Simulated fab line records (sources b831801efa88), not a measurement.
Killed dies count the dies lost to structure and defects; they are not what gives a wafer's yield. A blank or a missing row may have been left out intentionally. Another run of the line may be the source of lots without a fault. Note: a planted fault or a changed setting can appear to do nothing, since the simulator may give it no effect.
What tool caused it? + flow sky130 + Sampling: 13 lots, 39 wafers, 4 of 708 route steps

WHAT EACH GAUGE READ, for each wafer
The record holds no reading of a measuring or inspecting step that can be judged against a usual standard deviation.

WHAT TOOL EACH LOT RAN ON (gives the tool, then ch and the chambers of the sampled wafers, and finally the start)
| lot  | SKY_SONOS_ONO_OXIDATION_00    | SKY_CONTACT_CVD_00              | SKY_METAL1_SPUTTER_00        | SKY_METAL1_DESCUM_17              |
|------|-------------------------------|---------------------------------|------------------------------|-----------------------------------|
| L435 | furnace-02 ch 0, day 12 08:39 | pecvd-02 ch 0,1,2, day 32 00:24 | pvd-sputter-01, day 33 06:04 | rie-metal-02 ch 1, day 34 09:06   |
| L434 | furnace-02 ch 0, day 12 11:10 | pecvd-01 ch 0,1, day 32 01:29   | pvd-sputter-04, day 33 07:18 | rie-metal-01 ch 0,1, day 34 09:46 |
| L437 | furnace-01 ch 0, day 13 04:13 | pecvd-04 ch 1,2, day 32 05:22   | pvd-sputter-04, day 33 10:42 | rie-metal-01 ch 0,1, day 34 14:01 |
| L438 | furnace-02 ch 0, day 13 11:07 | pecvd-04 ch 0,1, day 32 11:35   | pvd-sputter-02, day 33 16:24 | rie-metal-01 ch 0,1, day 34 18:55 |
| L439 | furnace-01 ch 0, day 13 19:34 | pecvd-04 ch 0,1, day 32 20:35   | pvd-sputter-02, day 34 01:08 | rie-metal-04 ch 0,1, day 35 04:04 |
| L440 | furnace-01 ch 0, day 14 06:28 | pecvd-04 ch 0,2, day 33 08:55   | pvd-sputter-04, day 34 12:55 | rie-metal-04 ch 0,1, day 35 15:58 |
| L441 | furnace-02 ch 0, day 14 22:25 | pecvd-01 ch 0,1, day 33 21:05   | pvd-sputter-04, day 35 02:19 | rie-metal-02 ch 0,1, day 36 04:16 |
| L443 | furnace-01 ch 0, day 15 02:05 | pecvd-04 ch 1,2, day 33 23:26   | pvd-sputter-01, day 35 04:34 | rie-metal-04 ch 1, day 36 06:33   |
| L445 | furnace-02 ch 0, day 16 03:37 | pecvd-04 ch 0,2, day 36 00:28   | pvd-sputter-04, day 37 04:30 | rie-metal-01 ch 0,1, day 38 06:45 |
| L449 | furnace-02 ch 0, day 17 22:01 | pecvd-01 ch 0,1,2, day 36 18:25 | pvd-sputter-02, day 37 21:47 | rie-metal-04 ch 0,1, day 38 22:46 |
| L451 | furnace-01 ch 0, day 18 06:05 | pecvd-04 ch 0,1,2, day 36 22:22 | pvd-sputter-04, day 38 02:43 | rie-metal-01 ch 1, day 39 04:01   |
| L452 | furnace-02 ch 0, day 18 10:22 | pecvd-02 ch 0,1,2, day 37 05:50 | pvd-sputter-02, day 38 09:45 | rie-metal-01 ch 0,1, day 39 11:31 |
| L455 | furnace-01 ch 0, day 19 12:37 | pecvd-04 ch 0,2, day 38 03:29   | pvd-sputter-01, day 39 06:09 | rie-metal-02 ch 0,1, day 40 06:49 |
- SKY_SONOS_ONO_OXIDATION_00: stabilise 600 s, purge 300 s, target thk 2.6 nm.
- SKY_CONTACT_CVD_00: deposits Si3N4, target thk 75 nm.
- SKY_METAL1_SPUTTER_00: material Ti, target thk 15 nm, time 10 s.
- SKY_METAL1_DESCUM_17: chemistry O2, time 8 s.

AS READ BY THE TOOLS THEMSELVES (means over the sampled wafers that have a number; for cases with no such wafer, the mark the record gives instead)
SKY_SONOS_ONO_OXIDATION_00. Usual: ramp-up-c-per-min 9.9999, standard deviation 0.0017; spike-tc-centre-C 801.5 C, standard deviation 1.8; spike-tc-upper-C 800.2 C, standard deviation 1.1; zone-power-top-pct 27.8 %, standard deviation 0.52; zone-power-upper-pct 14.6 %, standard deviation 1.4.
| lot  | tool       | ramp-up-c-per-min | spike-tc-centre-C (C) | spike-tc-upper-C (C) | zone-power-top-pct (%) | zone-power-upper-pct (%) | flag |
|------|------------|-------------------|-----------------------|----------------------|------------------------|--------------------------|------|
| L435 | furnace-02 | 9.9995            | 801.9                 | 800.4                | 27.5                   | 13.7                     |      |
| L434 | furnace-02 | 10.0005           | 803.1                 | 799.8                | 27.2                   | 13.5                     |      |
| L437 | furnace-01 | 10.0000           | 799.4                 | 800.1                | 28.4                   | 16.4                     |      |
| L438 | furnace-02 | 10.0002           | 803.0                 | 800.0                | 27.6                   | 13.6                     |      |
| L439 | furnace-01 | 9.9999            | 799.4                 | 800.4                | 28.2                   | 16.6                     |      |
| L440 | furnace-01 | 9.9969            | 799.3                 | 801.3                | 28.5                   | 16.4                     |      |
| L441 | furnace-02 | 10.0001           | 802.1                 | 800.2                | 27.9                   | 13.7                     |      |
| L443 | furnace-01 | 9.9996            | 799.5                 | 801.8                | 28.5                   | 16.5                     |      |
| L445 | furnace-02 | 10.0014           | 802.2                 | 800.5                | 27.6                   | 13.7                     |      |
| L449 | furnace-02 | 10.0002           | 806.3                 | 767.2                | 33.6                   | 3.8                      | OFF  |
| L451 | furnace-01 | 10.0000           | 799.3                 | 800.7                | 28.3                   | 16.6                     |      |
| L452 | furnace-02 | 9.9999            | 806.8                 | 767.2                | 33.4                   | 3.8                      | OFF  |
| L455 | furnace-01 | 10.0009           | 799.1                 | 801.0                | 28.6                   | 16.4                     |      |

SKY_CONTACT_CVD_00. Usual: heater-power-w 760 W, standard deviation 66.
| lot  | tool     | heater-power-w (W) | flag |
|------|----------|--------------------|------|
| L435 | pecvd-02 | 699                |      |
| L434 | pecvd-01 | 772                |      |
| L437 | pecvd-04 | 778                |      |
| L438 | pecvd-04 | 847                |      |
| L439 | pecvd-04 | 867                |      |
| L440 | pecvd-04 | 812                |      |
| L441 | pecvd-01 | 773                |      |
| L443 | pecvd-04 | 718                |      |
| L445 | pecvd-04 | 752                |      |
| L449 | pecvd-01 | 712                |      |
| L451 | pecvd-04 | 799                |      |
| L452 | pecvd-02 | 729                |      |
| L455 | pecvd-04 | 838                |      |

SKY_METAL1_SPUTTER_00. Usual: cathode-dc-power-W 3000.0 W, standard deviation 0.56; throttle-valve-pct 30.2 %, standard deviation 0.94.
| lot  | tool           | cathode-dc-power-W (W) | throttle-valve-pct (%) | flag |
|------|----------------|------------------------|------------------------|------|
| L435 | pvd-sputter-01 | 2999.6                 | 29.2                   |      |
| L434 | pvd-sputter-04 | 3001.0                 | 30.7                   |      |
| L437 | pvd-sputter-04 | 3000.1                 | 30.7                   |      |
| L438 | pvd-sputter-02 | 3000.3                 | 28.8                   |      |
| L439 | pvd-sputter-02 | 2999.7                 | 30.4                   |      |
| L440 | pvd-sputter-04 | 3000.0                 | 30.6                   |      |
| L441 | pvd-sputter-04 | 2999.8                 | 30.6                   |      |
| L443 | pvd-sputter-01 | 2999.9                 | 30.6                   |      |
| L445 | pvd-sputter-04 | 2999.8                 | 30.6                   |      |
| L449 | pvd-sputter-02 | 2999.9                 | 30.2                   |      |
| L451 | pvd-sputter-04 | 3000.2                 | 30.5                   |      |
| L452 | pvd-sputter-02 | 2999.8                 | 29.2                   |      |
| L455 | pvd-sputter-01 | 2999.8                 | 29.3                   |      |

SKY_METAL1_DESCUM_17. Usual: drypump-motor-current-A 5.7 A, standard deviation 0.46; oes-product-au 0.996 a.u., standard deviation 0.013.
| lot  | tool         | drypump-motor-current-A (A) | oes-product-au (a.u.) | flag |
|------|--------------|-----------------------------|-----------------------|------|
| L435 | rie-metal-02 | 6.0                         | 1.004                 |      |
| L434 | rie-metal-01 | 5.6                         | 0.993                 |      |
| L437 | rie-metal-01 | 5.6                         | 1.000                 |      |
| L438 | rie-metal-01 | 5.8                         | 0.992                 |      |
| L439 | rie-metal-04 | 5.2                         | 0.985                 |      |
| L440 | rie-metal-04 | 5.2                         | 0.981                 |      |
| L441 | rie-metal-02 | 6.0                         | 1.003                 |      |
| L443 | rie-metal-04 | 6.1                         | 1.010                 |      |
| L445 | rie-metal-01 | 5.6                         | 1.000                 |      |
| L449 | rie-metal-04 | 5.6                         | 1.006                 |      |
| L451 | rie-metal-01 | 5.5                         | 0.994                 |      |
| L452 | rie-metal-01 | 5.6                         | 0.992                 |      |
| L455 | rie-metal-02 | 5.9                         | 0.992                 |      |

THE ANSWER, worked out from the rows above alone
Rule: a lot is off if the mean of its wafers that have a number lies more than 3 standard deviations from the usual mean. A lot without any number at a reading at which 4 lots or more have one is off too. All remaining lots with rows at the step are treated as sound. Order of review: gauges by route order, followed by the tools' own readings, for which a lot's mean as printed above is used. At the first step where some lot is off, the reading lying furthest off is the one used; lots without a number count as furthest.
Off, at SKY_SONOS_ONO_OXIDATION_00 on spike-tc-upper-C: L449, L452.
A tool fits if, at that step or a process step before it, it ran every lot that is off, and no sound lot after the first of them. One candidate fits, namely furnace-02 at SKY_SONOS_ONO_OXIDATION_00. A fault onset in the window from L445 (day 16 03:37, its last sound lot) to L449 (day 17 22:01, its first lot off) fits.
The tool's own readings at SKY_SONOS_ONO_OXIDATION_00 bear it out: on the lots that are off they differ by more than 5 times the standard deviation of the sound lots' means. spike-tc-upper-C reads 767.2 C there against 800.6 C on the sound lots; zone-power-top-pct reads 33.5 % there against 28.0 % on the sound lots; zone-power-upper-pct reads 3.8 % there against 15.2 % on the sound lots.

WHAT HAD BEEN PUT IN BY THE SIMULATOR
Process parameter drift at SKY_SONOS_ONO_OXIDATION_00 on furnace-02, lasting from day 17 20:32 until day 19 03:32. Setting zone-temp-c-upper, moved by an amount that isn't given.
Lots struck among those shown: L449, L452. The rule above reached the same finding.
